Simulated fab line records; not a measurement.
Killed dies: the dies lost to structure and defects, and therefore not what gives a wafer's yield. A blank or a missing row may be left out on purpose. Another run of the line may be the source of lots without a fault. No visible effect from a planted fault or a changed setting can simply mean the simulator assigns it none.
fab line records	flow sky130
[record] lots = 6	wafers = 18	last_day = 50
route steps=708 shown METAL2@483 PAD_OPEN@708
lots with no fault: from the same line, run without faults
start_h: the number of hours between the record's first day and the start of the first shown wafer of the lot	wait_h: hours elapsed since this lot's preceding step	" identical to the entry in the row above	L1.1+2: several wafers, shown together as one row	- no value present, or no start provided	* or withheld: withheld	< > ~ a bound
route shown NAME@n: NAME is a module with steps in the file, n the number in the route of the first one	usual: mean/standard deviation taken from wafers without a fault	same: alike in all rows	chamber/n: place in a boat	sites: the reading at each site	_std_site: standard deviation across them	_edge_site: the outer-site mean with the inner-site mean subtracted	radius_mm: how far each site lies from the wafer's centre	mask NAME#n: copy n	behind: the tool/chamber that last shaped the wafer	hold: why the lot was held/for how many hours/how that ended	device: which transistor (n, p or np) failed to switch	end of line: tests of these same wafers at the route's end	where a step has no rows: the recipe by itself	killed: count of dies lost to structure and defects at first sort (not the wafer's yield)	map: a wafer's dies, marking killed ones x, the rest . and places with no die _
set.NAME: the setting the step ran with; set.NAME@STEP: the setting that earlier step ran with	model.NAME: the simulator's own value behind a step, which no gauge read
lots seen at some steps along the route; tables by step, rows by wafer
services: when a tool's chamber went out of use (start_h, in hours from the record's first day, below 0 if earlier), for how many hours, and the reason
[[steps]]
[step SKY_METAL2_SPUTTER_00]
[recipe] material = Ti	target_thk_nm = 15	power_w = 3000	time_s = 10	chamber_pressure_pa = 0.4
[usual] throttle_valve_pct = 30.2/1.2
lot.wafer	tool	chamber	start_h	wait_h	throttle_valve_pct
L557.4	pvd_sputter-03	-	816.73	0.1	29.0
L557.5	"	-	"	"	29.0
L557.6	"	-	"	"	28.8
L561.1	pvd_sputter-03	-	853.11	0.1	31.6
L561.2	"	-	"	"	29.2
L561.5	"	-	"	"	29.3
L570.1	pvd_sputter-01	-	901.19	0.1	28.3
L570.5	"	-	"	"	28.6
L570.6	"	-	"	"	30.1
L573.1	pvd_sputter-04	-	929.33	0.2	30.6
L573.3	"	-	"	"	29.1
L573.4	"	-	"	"	29.8
L574.1	pvd_sputter-03	-	930.23	0.1	32.0
L574.4	"	-	"	"	28.9
L574.5	"	-	"	"	31.6
L578.2	pvd_sputter-03	-	956.42	0.1	31.8
L578.4	"	-	"	"	29.2
L578.5	"	-	"	"	31.7
[step SKY_METAL2_SPUTTER_01]
[recipe] material = TiN	target_thk_nm = 20	power_w = 6500	time_s = 16.7	chamber_pressure_pa = 0.4
[step SKY_METAL2_SPUTTER_02]
[recipe] material = AlCu	target_thk_nm = 250	power_w = 10600	time_s = 13.3	chamber_pressure_pa = 0.4
[usual] throttle_valve_pct = 30.2/1.2
lot.wafer	tool	chamber	start_h	wait_h	throttle_valve_pct
L557.4	pvd_sputter-03	-	816.78	0.0	28.7
L557.5	"	-	"	"	29.0
L557.6	"	-	"	"	28.8
L561.1	pvd_sputter-03	-	853.16	0.0	31.6
L561.2	"	-	"	"	29.3
L561.5	"	-	"	"	28.9
L570.1	pvd_sputter-01	-	901.24	0.0	28.1
L570.5	"	-	"	"	28.3
L570.6	"	-	"	"	30.2
L573.1	pvd_sputter-04	-	929.38	0.0	30.6
L573.3	"	-	"	"	29.2
L573.4	"	-	"	"	29.8
L574.1	pvd_sputter-03	-	930.28	0.0	31.9
L574.4	"	-	"	"	29.1
L574.5	"	-	"	"	31.5
L578.2	pvd_sputter-03	-	956.46	0.0	32.0
L578.4	"	-	"	"	29.2
L578.5	"	-	"	"	31.5
[step SKY_METAL2_SPUTTER_03]
[recipe] material = Ti	target_thk_nm = 5	power_w = 3000	time_s = 3.3	chamber_pressure_pa = 0.4
[usual] throttle_valve_pct = 30.1/1.2
lot.wafer	tool	chamber	start_h	wait_h	throttle_valve_pct
L557.4	pvd_sputter-03	-	816.80	0.0	28.8
L557.5	"	-	"	"	29.0
L557.6	"	-	"	"	28.7
L561.1	pvd_sputter-03	-	853.19	0.0	31.6
L561.2	"	-	"	"	28.9
L561.5	"	-	"	"	28.9
L570.1	pvd_sputter-01	-	901.26	0.0	28.2
L570.5	"	-	"	"	28.4
L570.6	"	-	"	"	30.4
L573.1	pvd_sputter-04	-	929.40	0.0	30.7
L573.3	"	-	"	"	29.3
L573.4	"	-	"	"	30.1
L574.1	pvd_sputter-03	-	930.30	0.0	32.1
L574.4	"	-	"	"	28.8
L574.5	"	-	"	"	31.6
L578.2	pvd_sputter-03	-	956.49	0.0	31.8
L578.4	"	-	"	"	29.2
L578.5	"	-	"	"	31.3
[step SKY_METAL2_SPUTTER_04]
[recipe] material = TiN	target_thk_nm = 70	power_w = 6500	time_s = 58.3	chamber_pressure_pa = 0.4
[usual] throttle_valve_pct = 30.2/1.2
lot.wafer	tool	chamber	start_h	wait_h	throttle_valve_pct
L557.4	pvd_sputter-03	-	816.82	0.0	28.9
L557.5	"	-	"	"	28.8
L557.6	"	-	"	"	28.7
L561.1	pvd_sputter-03	-	853.20	0.0	31.6
L561.2	"	-	"	"	29.1
L561.5	"	-	"	"	29.0
L570.1	pvd_sputter-01	-	901.28	0.0	28.3
L570.5	"	-	"	"	28.1
L570.6	"	-	"	"	30.1
L573.1	pvd_sputter-04	-	929.42	0.0	31.1
L573.3	"	-	"	"	29.4
L573.4	"	-	"	"	29.8
L574.1	pvd_sputter-03	-	930.32	0.0	31.9
L574.4	"	-	"	"	28.9
L574.5	"	-	"	"	31.2
L578.2	pvd_sputter-03	-	956.51	0.0	32.1
L578.4	"	-	"	"	29.0
L578.5	"	-	"	"	31.3
[step SKY_METAL2_RS_MEAS_05]
[recipe] thk_meas_gauge = four-point-probe	reads = TiN_of_METAL2_SPUTTER_04+Ti_of_METAL2_SPUTTER_03+AlCu_of_METAL2_SPUTTER_02+TiN_of_METAL2_SPUTTER_01+Ti_of_METAL2_SPUTTER_00
[usual] METAL2_ALCU_RS = 0.1266/0.0016
lot.wafer	tool	chamber	start_h	wait_h	METAL2_ALCU_RS[ohm/sq]
L557.4	film_metro-02	-	816.93	0.1	0.1272
L557.5	"	-	"	"	0.1273
L557.6	"	-	"	"	0.1264
L561.1	film_metro-02	-	853.25	0.0	0.1274
L561.2	"	-	"	"	0.1284
L561.5	"	-	"	"	0.1289
L570.1	film_metro-03	-	901.33	0.0	0.1256
L570.5	"	-	"	"	0.1257
L570.6	"	-	"	"	0.1267
L573.1	film_metro-02	-	929.47	0.0	0.1248
L573.3	"	-	"	"	0.1258
L573.4	"	-	"	"	0.1255
L574.1	film_metro-02	-	930.37	0.0	0.1262
L574.4	"	-	"	"	0.1281
L574.5	"	-	"	"	0.1273
L578.2	film_metro-04	-	956.57	0.0	0.1276
L578.4	"	-	"	"	0.1285
L578.5	"	-	"	"	0.1280
[step SKY_METAL2_THK_MEAS_06]
[recipe] thk_meas_gauge = xrf	reads = AlCu_of_METAL2_SPUTTER_02
[usual] METAL2_ALCU_THK = 249/3.4
lot.wafer	tool	chamber	start_h	wait_h	METAL2_ALCU_THK[nm]
L557.4	film_metro-02	-	817.02	0.1	249
L557.5	"	-	"	"	248
L557.6	"	-	"	"	250
L561.1	film_metro-02	-	853.37	0.1	248
L561.2	"	-	"	"	245
L561.5	"	-	"	"	246
L570.1	film_metro-03	-	901.45	0.1	252
L570.5	"	-	"	"	251
L570.6	"	-	"	"	249
L573.1	film_metro-02	-	929.59	0.1	252
L573.3	"	-	"	"	251
L573.4	"	-	"	"	252
L574.1	film_metro-02	-	930.49	0.1	252
L574.4	"	-	"	"	246
L574.5	"	-	"	"	248
L578.2	film_metro-04	-	956.68	0.1	247
L578.4	"	-	"	"	247
L578.5	"	-	"	"	246
[step SKY_METAL2_DEHYDRATE_07]
[recipe] temp_c = 200	time_s = 60
[step SKY_METAL2_HMDS_08]
[recipe] prime_time_s = 60	prime_temp_c = 120
[step SKY_METAL2_COAT_09]
[recipe] resist = BARC	temp_c = withheld	time_s = withheld	spin_rpm = 3000	resist_thk_nm = 60
[step SKY_METAL2_COAT_10]
[recipe] resist = KrF-thick	spin_rpm = 3000	resist_thk_nm = 450
[step SKY_METAL2_SOFTBAKE_11]
[recipe] temp_c = 101	time_s = 90	resist = KrF-thick
[step SKY_METAL2_EXPOSE_12]
[recipe] mask_id = MM2	na = 0.8	source_shape = annular	sigma_inner = 0.55	sigma_outer = 0.85	target_cd_nm = 140	dose_mj = 28
[usual] stage_vel_mm_s = 499.97/0.23
[same] sigma_outer = 0.85
lot.wafer	tool	chamber	start_h	wait_h	mask	stage_vel_mm_s	model.METAL2.overlay_x_nm
L557.4	krf_scanner-02	0	829.65	-	MM2#0	500.25	-5.506
L557.5	"	0	"	"	MM2#0	500.29	-5.506
L557.6	"	0	"	"	MM2#0	500.41	-5.506
L561.1	krf_scanner-01	0	865.79	-	MM2#0	499.91	8.028
L561.2	"	0	"	"	MM2#0	500.04	8.028
L561.5	"	0	"	"	MM2#0	499.71	8.028
L570.1	krf_scanner-01	0	913.98	-	MM2#0	499.81	11.47
L570.5	"	0	"	"	MM2#0	499.88	11.47
L570.6	"	0	"	"	MM2#0	500.03	11.47
L573.1	krf_scanner-02	0	941.66	-	MM2#0	500.16	34.66
L573.3	"	0	"	"	MM2#0	499.79	34.66
L573.4	"	0	"	"	MM2#0	499.92	34.66
L574.1	krf_scanner-02	0	942.74	-	MM2#0	499.92	35.64
L574.4	"	0	"	"	MM2#0	500.04	35.64
L574.5	"	0	"	"	MM2#0	499.67	35.64
L578.2	krf_scanner-01	0	969.20	-	MM2#0	500.18	4.637
L578.4	"	0	"	"	MM2#0	500.03	4.637
L578.5	"	0	"	"	MM2#0	499.75	4.637
[step SKY_METAL2_PEB_13]
[recipe] peb_temp_c = withheld	peb_time_s = withheld	resist = KrF-thick
[step SKY_METAL2_DEVELOP_14]
[recipe] develop_time_s = 58.2	resist = KrF-thick	dev_temp_c = 21
[step SKY_METAL2_CD_MEAS_15]
[recipe] target_cd_nm = 140
[usual] cd_nm = 139.7/1.1
lot.wafer	tool	chamber	start_h	wait_h	cd_nm
L557.4	cd_sem-02	-	843.25	-	140.8
L557.5	"	-	"	"	139.8
L557.6	"	-	"	"	140.3
L561.1	cd_sem-01	-	878.39	-	142.3
L561.2	"	-	"	"	142.2
L561.5	"	-	"	"	140.4
L570.1	cd_sem-01	-	926.11	-	138.2
L570.5	"	-	"	"	139.0
L570.6	"	-	"	"	137.7
L573.1	cd_sem-01	-	953.31	-	140.0
L573.3	"	-	"	"	140.0
L573.4	"	-	"	"	140.3
L574.1	cd_sem-01	-	954.60	-	139.5
L574.4	"	-	"	"	140.0
L574.5	"	-	"	"	138.8
L578.2	cd_sem-02	-	981.08	-	138.4
L578.4	"	-	"	"	140.3
L578.5	"	-	"	"	138.3
[step SKY_METAL2_OVL_MEAS_16]
[usual] METAL2_OVL = 0/5.8
lot.wafer	tool	chamber	start_h	wait_h	METAL2_OVL[nm]
L557.4	overlay-01	-	843.33	0.1	4
L557.5	"	-	"	"	-3
L557.6	"	-	"	"	1
L561.1	overlay-02	-	878.51	0.1	-1
L561.2	"	-	"	"	-3
L561.5	"	-	"	"	-6
L570.1	overlay-02	-	926.23	0.1	7
L570.5	"	-	"	"	6
L570.6	"	-	"	"	5
L573.1	overlay-01	-	953.43	0.1	40
L573.3	"	-	"	"	44
L573.4	"	-	"	"	39
L574.1	overlay-01	-	954.72	0.1	42
L574.4	"	-	"	"	39
L574.5	"	-	"	"	33
L578.2	overlay-02	-	981.18	0.1	0
L578.4	"	-	"	"	8
L578.5	"	-	"	"	1
[step SKY_METAL2_DESCUM_17]
[recipe] chemistry = O2	source_power_w = 150	bias_power_w = 0	pressure_mtorr = 10	temp_c = 40	time_s = 8
[usual] drypump_motor_current_A = 5.6/0.49	oes_product_au = 0.999/0.017	temp_c = 40.01/0.12
lot.wafer	tool	chamber	start_h	wait_h	drypump_motor_current_A	oes_product_au	rf_hours_counter_h	temp_c
L557.4	rie_metal-03	1	843.38	0.0	6.5	0.999	-	39.96
L557.5	"	1	"	"	6.5	0.983	-	39.89
L557.6	"	1	"	"	6.5	0.999	-	40.06
L561.1	rie_metal-01	0	878.55	0.0	5.0	1.015	8	39.77
L561.2	"	1	"	"	5.6	1.039	10	40.01
L561.5	"	0	"	"	5.0	1.021	-	39.89
L570.1	rie_metal-03	0	926.26	0.0	5.6	0.986	4	40.15
L570.5	"	1	"	"	6.5	0.982	-	39.92
L570.6	"	0	"	"	5.7	0.979	-	39.99
L573.1	rie_metal-01	0	953.46	0.0	5.0	1.022	11	39.86
L573.3	"	0	"	"	5.0	1.014	-	40.12
L573.4	"	1	"	"	5.6	1.033	-	40.12
L574.1	rie_metal-02	1	954.75	0.0	6.0	0.990	15	40.14
L574.4	"	0	"	"	5.2	1.002	-	40.00
L574.5	"	1	"	"	5.9	0.985	-	39.86
L578.2	rie_metal-03	0	981.21	0.0	5.7	0.997	6	40.04
L578.4	"	0	"	"	5.6	0.990	-	39.89
L578.5	"	1	"	"	6.5	0.973	-	40.16
[step SKY_PAD_OPEN_PROBE_99]
[usual] defect_limited_yield = 82.4/2	killed_at_M0_to_M3 = 42/6.8	killed_at_M4_up = 3.4/1.8	killed_at_contacts = 25/5.7	killed_at_front_end = 16/4.8	killed_at_other = 0.2/0.39	killed_dies = 87/9.6	killed_open = 47/6.9	killed_short = 40/6.3	sort_bin_3_pad_short = 0.9/0.45	sort_bin_5_function = 10.4/1.5	sort_bin_6_memory = 6.3/1.1	sort_n_pass = 405/9.6	sort_yield_pct = 82.4/2
[same] gross_dies = 492	killed_at_back_side = 0	sort_bin_4_leakage[%] = 0	sort_bin_8_speed[%] = 0
lot.wafer	tool	chamber	start_h	wait_h	defect_limited_yield[%]	killed_at_M0_to_M3	killed_at_M4_up	killed_at_contacts	killed_at_front_end	killed_at_other	killed_dies	killed_open	killed_short	sort_bin_3_pad_short[%]	sort_bin_5_function[%]	sort_bin_6_memory[%]	sort_n_pass	sort_yield_pct[%]
L557.4	prober-02	-	1094.18	0.2	82.7	38	5	24	17	1	85	42	43	1.0	10.4	5.9	407	82.7
L557.5	prober-02	-	1094.23	0.2	80.7	51	6	21	16	1	95	52	43	0.6	10.2	8.5	397	80.7
L557.6	prober-02	-	1094.28	0.2	79.9	43	2	35	19	0	99	56	43	1.4	12.4	6.3	393	79.9
L570.1	prober-02	-	1159.63	0.1	80.7	54	2	20	18	1	95	45	50	1.2	11.2	6.9	397	80.7
L570.5	prober-02	-	1159.83	0.2	82.9	44	3	17	20	0	84	49	35	0.8	10.4	5.9	408	82.9
L570.6	prober-02	-	1159.88	0.2	82.7	37	3	18	27	0	85	43	42	1.0	9.6	6.7	407	82.7
L574.1	prober-02	-	1179.01	0.1	85.0	40	1	15	18	0	74	43	31	0	9.1	5.9	418	85.0
L574.4	prober-02	-	1179.16	0.2	79.5	50	3	32	15	1	101	59	42	1.8	12.6	6.1	391	79.5
L574.5	prober-02	-	1179.21	0.2	82.5	31	9	29	17	0	86	40	44	0.8	9.6	7.1	406	82.5
// killed by level:class
L557.4 CONTACT:geometric_particle:open=9 VIA2:geometric_particle:open=7 VIA1:geometric_particle:short=7 FIELD_ISO:geometric_particle:open=5 METAL1:geometric_particle:short=5 LI_CONTACT:geometric_particle:short=5 LI_CONTACT:geometric_particle:open=5 VIA1:geometric_particle:open=5
L557.5 VIA1:geometric_particle:open=12 FIELD_ISO:geometric_particle:short=9 VIA2:geometric_particle:open=9 METAL2:geometric_particle:short=9 LI_CONTACT:geometric_particle:open=8 CONTACT:geometric_particle:open=7 METAL1:geometric_particle:short=7 FIELD_ISO:geometric_particle:open=5
L557.6 CONTACT:geometric_particle:open=12 VIA2:geometric_particle:open=9 VIA1:geometric_particle:open=9 LI_CONTACT:geometric_particle:open=7 FIELD_ISO:geometric_particle:open=6 LI_CONTACT:geometric_particle:short=6 METAL1:geometric_particle:short=6 VIA3:geometric_particle:open=6
L570.1 VIA1:geometric_particle:open=14 METAL2:geometric_particle:short=11 CONTACT:geometric_particle:open=9 METAL1:geometric_particle:short=8 FIELD_ISO:geometric_particle:short=5 VIA3:geometric_particle:short=5 SPACER:geometric_particle:short=4 LI_CONTACT:geometric_particle:short=4
L570.5 VIA1:geometric_particle:open=14 VIA3:geometric_particle:open=7 FIELD_ISO:geometric_particle:short=6 VIA2:geometric_particle:open=6 FIELD_ISO:geometric_particle:open=4 POLY_GATE:geometric_particle:short=4 SPACER:geometric_particle:open=4 LI_CONTACT:geometric_particle:open=4
L570.6 POLY_GATE:geometric_particle:short=10 CONTACT:geometric_particle:open=8 METAL1:geometric_particle:short=8 VIA1:geometric_particle:open=8 VIA3:geometric_particle:short=6 VIA2:geometric_particle:open=6 VIA1:geometric_particle:short=5 FIELD_ISO:geometric_particle:open=4
L574.1 VIA2:geometric_particle:open=9 VIA1:geometric_particle:open=8 POLY_GATE:geometric_particle:short=6 CONTACT:geometric_particle:open=6 VIA3:geometric_particle:open=5 CONTACT:geometric_particle:short=4 VIA1:geometric_particle:short=4 METAL2:geometric_particle:open=4
L574.4 LI_CONTACT:geometric_particle:open=11 CONTACT:geometric_particle:open=11 METAL1:geometric_particle:short=11 VIA3:geometric_particle:open=8 VIA1:geometric_particle:open=8 VIA2:geometric_particle:open=7 METAL2:geometric_particle:short=5 FIELD_ISO:geometric_particle:short=4
L574.5 CONTACT:geometric_particle:open=11 VIA1:geometric_particle:short=10 LI_CONTACT:geometric_particle:open=7 FIELD_ISO:geometric_particle:short=6 POLY_GATE:geometric_particle:open=4 VIA1:geometric_particle:open=4 LOCAL_INTERCONNECT:geometric_particle:short=4 METAL1:geometric_particle:short=4
[[services]]
tool	chamber	start_h	hours	kind
rie_metal-01	-	798.21	28.1	pm
pvd_sputter-01	-	809.19	6.6	repair
krf_scanner-02	-	819.54	2.4	repair
krf_scanner-02	-	821.93	1.0	pm
krf_scanner-02	-	824.91	4.4	pm
krf_scanner-01	-	841.84	4.0	pm
krf_scanner-01	-	845.86	0.8	pm
rie_metal-02	-	850.68	2.8	pm
krf_scanner-01	-	859.28	0.8	pm
rie_metal-02	-	861.81	0.9	repair
krf_scanner-01	-	867.68	1.0	pm
rie_metal-01	1	868.39	1.6	repair
krf_scanner-01	-	870.42	1.3	pm
pvd_sputter-03	0	872.01	-	consumable_replace:kit
pvd_sputter-03	0	872.01	18.0	scheduled_down
pvd_sputter-03	0	872.01	18.0	vent_cycle
rie_metal-02	-	872.82	1.4	pm
pvd_sputter-04	-	879.10	2.1	repair
krf_scanner-02	-	879.87	0.8	pm
krf_scanner-02	-	905.71	4.0	pm
pvd_sputter-01	-	924.37	6.0	repair
krf_scanner-02	-	928.78	1.3	pm
krf_scanner-02	-	933.87	0.8	pm
pvd_sputter-01	-	941.47	0.8	repair
[[key]]
[first_sign] step = SKY_METAL2_OVL_MEAS_16	reading = METAL2_OVL	direction = up	sigmas = 6.9	usual = 0	struck = 39
effect none on later readings
[model_effect] step = SKY_METAL2_EXPOSE_12	value = METAL2.overlay_x_nm	without = -7.219	struck = 35.15
met_at SKY_METAL2_EXPOSE_12
struck_wafers L573.1,L573.3,L573.4,L574.1,L574.4,L574.5
onset_between 829.65 941.66
[fault] kind = scanner_matching_overlay	tool = krf_scanner-02	chamber = -	onset_h = 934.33	steps = SKY_METAL2_EXPOSE_12	offset = 42.372
